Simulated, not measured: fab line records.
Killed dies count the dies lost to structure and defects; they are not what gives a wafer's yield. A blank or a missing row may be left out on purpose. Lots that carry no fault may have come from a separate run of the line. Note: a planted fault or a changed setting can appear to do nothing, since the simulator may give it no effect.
What tool caused it? | flow sky130 | 13 lots with 39 wafers sampled at 4 steps, on a route of 708 steps

WHAT THE GAUGES SHOWED, per wafer
SKY_VT_ADJUST_LVTN_OVL_MEAS_18.
lot  | measured     | on         | VT_ADJUST_LVTN_01_OVL (nm)
L493 | day 8 00:02  | overlay-02 | 2.0 2.3 2.2
L494 | day 8 05:25  | overlay-01 | -0.6 -0.7 -0.6
L498 | day 9 04:49  | overlay-02 | 3.0 4.1 3.6
L499 | day 9 10:53  | overlay-01 | 0.3 0.2 -1.2
L505 | day 11 01:56 | overlay-02 | 1.6 1.8 3.1
L506 | day 11 10:08 | overlay-01 | 1.7 0.3 -0.4
L507 | day 11 13:17 | overlay-01 | 1.0 1.7 -0.1
L508 | day 11 20:20 | overlay-01 | 3.2 0.4 0.2
L511 | day 12 16:12 | overlay-01 | -0.8 -0.4 -0.4
L513 | day 13 06:23 | overlay-01 | 0.4 0.8 0.4
L514 | day 13 14:48 | overlay-02 | 3.8 0.9 2.9
L515 | day 13 22:20 | overlay-01 | -1.2 -0.6 0.6
L516 | day 14 00:38 | overlay-01 | 2.0 1.6 4.2

SKY_SD_N_RS_MEAS_16: the measuring method here is four-point-probe.
lot  | measured     | on            | SD_N_RS (ohm/sq)
L493 | day 28 04:31 | film metro-04 | 68.69 68.56 68.61
L494 | day 28 10:27 | film metro-04 | 68.54 68.67 68.58
L505 | day 32 01:17 | film metro-02 | 68.82 68.74 68.75
L506 | day 32 12:50 | film metro-01 | 68.76 68.71 68.47
L507 | day 32 16:29 | film metro-02 | 68.74 68.73 68.82
L508 | day 32 21:38 | film metro-01 | 68.39 68.64 68.49
L511 | day 33 21:49 | film metro-02 | 68.78 68.86 68.66
L513 | day 34 09:39 | film metro-02 | 68.61 68.83 68.65
L514 | day 34 19:32 | film metro-02 | 68.63 68.77 68.52
L515 | day 35 01:26 | film metro-04 | 68.56 68.68 68.77
L516 | day 35 06:50 | film metro-02 | 68.74 68.80 68.60

EACH LOT AND THE TOOL THAT RAN IT (in order: tool; ch and the chambers of the sampled wafers; start)
lot  | SKY_SONOS_TUNNEL_WET_ETCH_10    | SKY_SONOS_ONO_ETCH_15
L493 | wet bench-03 ch 2, day 11 15:06 | rie diel-02 ch 0,2,3, day 12 22:21
L494 | wet bench-02 ch 3, day 11 21:05 | rie diel-02 ch 0,2,3, day 13 04:42
L498 | wet bench-03 ch 3, day 13 00:03 | -
L499 | wet bench-02 ch 2, day 13 05:27 | -
L505 | wet bench-02 ch 2, day 15 06:30 | rie diel-02 ch 0,1,3, day 16 15:11
L506 | wet bench-01 ch 2, day 15 16:36 | rie diel-01 ch 0,1,3, day 17 00:44
L507 | wet bench-01 ch 1, day 15 19:51 | rie diel-04 ch 0,1, day 17 07:14
L508 | wet bench-03 ch 1, day 16 02:23 | rie diel-04 ch 0,2,3, day 17 10:48
L511 | wet bench-02 ch 3, day 17 02:36 | rie diel-01 ch 1,2, day 18 14:33
L513 | wet bench-03 ch 0, day 17 19:08 | rie diel-04 ch 1,2,3, day 19 06:38
L514 | wet bench-02 ch 3, day 18 05:14 | rie diel-01 ch 0,2,3, day 19 16:46
L515 | wet bench-01 ch 1, day 18 14:54 | rie diel-02 ch 1,2, day 20 03:09
L516 | wet bench-02 ch 2, day 18 18:08 | rie diel-02 ch 1,2,3, day 20 08:21
- SKY_SONOS_TUNNEL_WET_ETCH_10: etches SiO2 in dHF, target depth 14 nm, time 280 s.
- SKY_SONOS_ONO_ETCH_15: etches the open film in CHF3/O2, target depth 19.52 nm, time 7.8 s.

WHAT THE TOOLS THEMSELVES READ (means of the sampled wafers that have a number; where no wafer has one, the mark that the record gives instead)
SKY_SONOS_TUNNEL_WET_ETCH_10.
lot  | tool         | bath heat duty pct (%) | run length s (s)
L493 | wet bench-03 | 6.2                    | 307
L494 | wet bench-02 | 6.5                    | 306
L498 | wet bench-03 | -                      | -
L499 | wet bench-02 | -                      | -
L505 | wet bench-02 | 6.9                    | 314
L506 | wet bench-01 | 5.7                    | 313
L507 | wet bench-01 | 7.2                    | 313
L508 | wet bench-03 | 6.4                    | 305
L511 | wet bench-02 | 6.7                    | 306
L513 | wet bench-03 | 7.4                    | 315
L514 | wet bench-02 | 6.7                    | 307
L515 | wet bench-01 | 6.9                    | 307
L516 | wet bench-02 | 6.2                    | 307

SKY_SONOS_ONO_ETCH_15.
lot  | tool        | O2_flow_sccm (sccm) | bias w (W) | drypump motor current A (A) | oes product au (a.u.) | throttle valve pct (%)
L493 | rie diel-02 | 4.991               | 200.3      | 5.9                         | 1.001                 | 8.829
L494 | rie diel-02 | 5.014               | 200.7      | 5.8                         | 1.003                 | 8.824
L505 | rie diel-02 | 5.001               | 200.2      | 5.6                         | 0.994                 | 8.819
L506 | rie diel-01 | 4.996               | 199.9      | 5.6                         | 0.993                 | 8.822
L507 | rie diel-04 | 5.005               | 200.7      | 4.9                         | 0.994                 | 8.821
L508 | rie diel-04 | 5.008               | 200.1      | 5.3                         | 1.006                 | 8.831
L511 | rie diel-01 | 4.997               | 200.2      | 5.6                         | 1.010                 | 8.832
L513 | rie diel-04 | 4.991               | 199.6      | 5.4                         | 1.002                 | 8.817
L514 | rie diel-01 | 5.006               | 199.7      | 5.9                         | 1.002                 | 8.832
L515 | rie diel-02 | 5.016               | 200.0      | 6.2                         | 1.002                 | 8.826
L516 | rie diel-02 | 4.994               | 200.1      | 5.9                         | 0.992                 | 8.823

THE ANSWER, worked out from the rows above alone
Rule: the usual values come from the lots themselves. The widest of any qualifying gaps counts: lots, ordered by their means at a reading, are off when they make up no more than a third of the lots, leave a main group of 4 or more, and stand apart from it by 3 or more times the standard deviation of that group's means. A main group whose means are all the same, to the digits that the tables above print for the reading, isn't used. Also off: a lot with no number at a reading for which 4 or more lots have one. The other lots that the step has rows for count as sound. The gauges are gone through in route order, then the tools' own readings, and for those a lot's mean is taken as printed above. At the first step where some lot is off, the reading lying furthest off is the one used; lots without a number count as furthest.
Off, at SKY_SONOS_TUNNEL_WET_ETCH_10 on bath heat duty pct: L498, L499. Without a number there: L498, L499. For the main group the mean is 6.6 % and the standard deviation 0.46.
A tool fits if, at that step or a process step before it, it ran every lot that is off, and no sound lot after the first of them. None of those tried fits.

WHAT HAD BEEN PUT IN BY THE SIMULATOR
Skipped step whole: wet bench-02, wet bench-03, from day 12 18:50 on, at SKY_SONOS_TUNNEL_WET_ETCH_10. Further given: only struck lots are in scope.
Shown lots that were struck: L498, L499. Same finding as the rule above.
